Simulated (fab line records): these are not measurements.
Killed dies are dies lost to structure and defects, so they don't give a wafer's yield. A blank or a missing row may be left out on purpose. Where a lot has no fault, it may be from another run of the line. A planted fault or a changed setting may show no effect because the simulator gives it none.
Chamber matching + flow gf180mcu + GF_PASSIVATION_CVD_00 on pecvd-04 has 3 sister chambers
The step deposits SiO2 from TEOS, target thk 1000 nm, time 108.3 s. 22 wafers are shown with their chamber, then 11 later ones without.

## EACH WAFER AND ITS CHAMBER
| wafer  | chamber | heater-power-w (W) |
|--------|---------|--------------------|
| L078.1 | 0       | 573                |
| L078.2 | 2       | 494                |
| L078.5 | 0       | 606                |
| L080.3 | 2       | 637                |
| L080.5 | 1       | 814                |
| L080.6 | 2       | 495                |
| L082.1 | 0       | 591                |
| L082.2 | 2       | 503                |
| L082.4 | 0       | 625                |
| L085.2 | 0       | 575                |
| L085.3 | 1       | 797                |
| L085.6 | 2       | 507                |
| L086.2 | 2       | 538                |
| L086.4 | 0       | 492                |
| L086.6 | 1       | 733                |
| L089.3 | 1       | 808                |
| L089.4 | 1       | 651                |
| L089.6 | 2       | 614                |
| L090.1 | 0       | 571                |
| L090.2 | 1       | 814                |
| L090.3 | 2       | 530                |
| L090.4 | 1       | 660                |

SIGNATURES (averages over the wafers above)
| reading        | chamber 0 | chamber 1 | chamber 2 | scatter within a chamber |
|----------------|-----------|-----------|-----------|--------------------------|
| heater-power-w | 576.14    | 753.86    | 539.75    | 58.1                     |
Rule: for a wafer and a chamber, the distance is found by dividing, reading by reading, the gap between the wafer's reading and the chamber's mean by the reading's scatter, squaring, summing and taking the root. If the next closest chamber is less than 2 further off than the closest, the wafer can't be placed; otherwise it belongs to the closest. The scatter is the square root of a quotient: the sum, over the shown wafers, of each reading's squared deviation from its chamber's mean, divided by wafers minus chambers.

## WAFERS WITH NO CHAMBER GIVEN
| wafer  | heater-power-w (W) |
|--------|--------------------|
| L090.5 | 612                |
| L090.6 | 615                |
| L093.1 | 814                |
| L093.2 | 615                |
| L093.3 | 606                |
| L093.4 | 500                |
| L093.5 | 475                |
| L093.6 | 644                |
| L095.3 | 609                |
| L095.4 | 483                |
| L095.6 | 653                |

## WHICH CHAMBER EACH WENT THROUGH
| wafer  | from the rows above          | in truth |
|--------|------------------------------|----------|
| L090.5 | can't be placed: 0 or 2 or 1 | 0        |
| L090.6 | can't be placed: 0 or 2 or 1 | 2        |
| L093.1 | 1                            | 1        |
| L093.2 | can't be placed: 0 or 2 or 1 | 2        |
| L093.3 | can't be placed: 0 or 2      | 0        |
| L093.4 | can't be placed: 2 or 0      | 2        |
| L093.5 | can't be placed: 2 or 0      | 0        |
| L093.6 | can't be placed: 0 or 2 or 1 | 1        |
| L095.3 | can't be placed: 0 or 2 or 1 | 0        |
| L095.4 | can't be placed: 2 or 0      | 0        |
| L095.6 | can't be placed: 0 or 1 or 2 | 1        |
Placed correctly: 1 of 11. From these rows, 10 cannot be placed; in 10 the true chamber is one of the candidates. Wrongly placed: 0.
